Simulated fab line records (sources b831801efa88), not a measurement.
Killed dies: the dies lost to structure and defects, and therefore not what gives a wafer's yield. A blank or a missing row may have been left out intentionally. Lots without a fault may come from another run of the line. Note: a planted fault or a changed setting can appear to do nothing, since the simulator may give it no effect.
What tool caused it? -- flow gf180mcu -- 6 lots with 18 wafers sampled at 2 steps, on a route of 602 steps

WHAT THE GAUGES READ, wafer by wafer
GF_HV_LDD_TW_MEAS_11.
lot,measured,on,HV_LDD_TW
L646,day 11 05:36,film_metro-04,2417 2436 2422
L647,day 11 13:14,film_metro-01,2426 2420 2417
L649,day 12 06:44,film_metro-04,2402 2420 2404
L652,day 13 02:04,film_metro-04,2406 2412 2391
L656,day 14 08:55,film_metro-04,2185 2168 2182
L660,day 15 16:15,film_metro-04,2400 2403 2397

EACH LOT AND THE TOOL THAT RAN IT (in order: tool; ch and the chambers of the sampled wafers; start)
lot,GF_HV_LDD_IMPLANT_09
L646,"implanter-03 ch 0, day 11 05:22"
L647,"implanter-03 ch 0, day 11 13:01"
L649,"implanter-02 ch 0, day 12 06:29"
L652,"implanter-04 ch 0, day 13 01:49"
L656,"implanter-02 ch 0, day 14 08:40"
L660,"implanter-04 ch 0, day 15 16:02"
- GF_HV_LDD_IMPLANT_09

THE ANSWER, worked out from the rows above alone
Rule: what is usual is taken from the lots themselves. The widest of any qualifying gaps counts: lots, ordered by their means at a reading, are off when they make up no more than a third of the lots, leave a main group of 4 or more, and stand apart from it by 3 or more times the standard deviation of that group's means. A main group is skipped when, at the precision printed for the reading in the tables above, its means are all equal. A lot without any number at a reading at which 4 lots or more have one is off too. Where the step has rows for the other lots, those lots are counted as sound.
Off: L656, seen at GF_HV_LDD_TW_MEAS_11 (HV_LDD_TW). The main group has a mean of 2412 with a standard deviation of 9.8.
If a tool, at a process step before that reading, ran all the lots that are off and no sound lot after the first of them, it fits. The gauges at GF_HV_LDD_TW_MEAS_11 are tried like those tools. One fits: implanter-02 at GF_HV_LDD_IMPLANT_09. Its last sound lot is L649 (day 12 06:29), its first lot that is off L656 (day 14 08:40): a fault that began between those two fits.

WHAT THE SIMULATOR PUT IN
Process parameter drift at GF_HV_LDD_IMPLANT_09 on implanter-02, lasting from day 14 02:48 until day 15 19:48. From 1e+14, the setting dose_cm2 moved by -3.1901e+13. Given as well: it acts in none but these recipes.
Struck lots among those shown: L656. The same result came from the rule above.
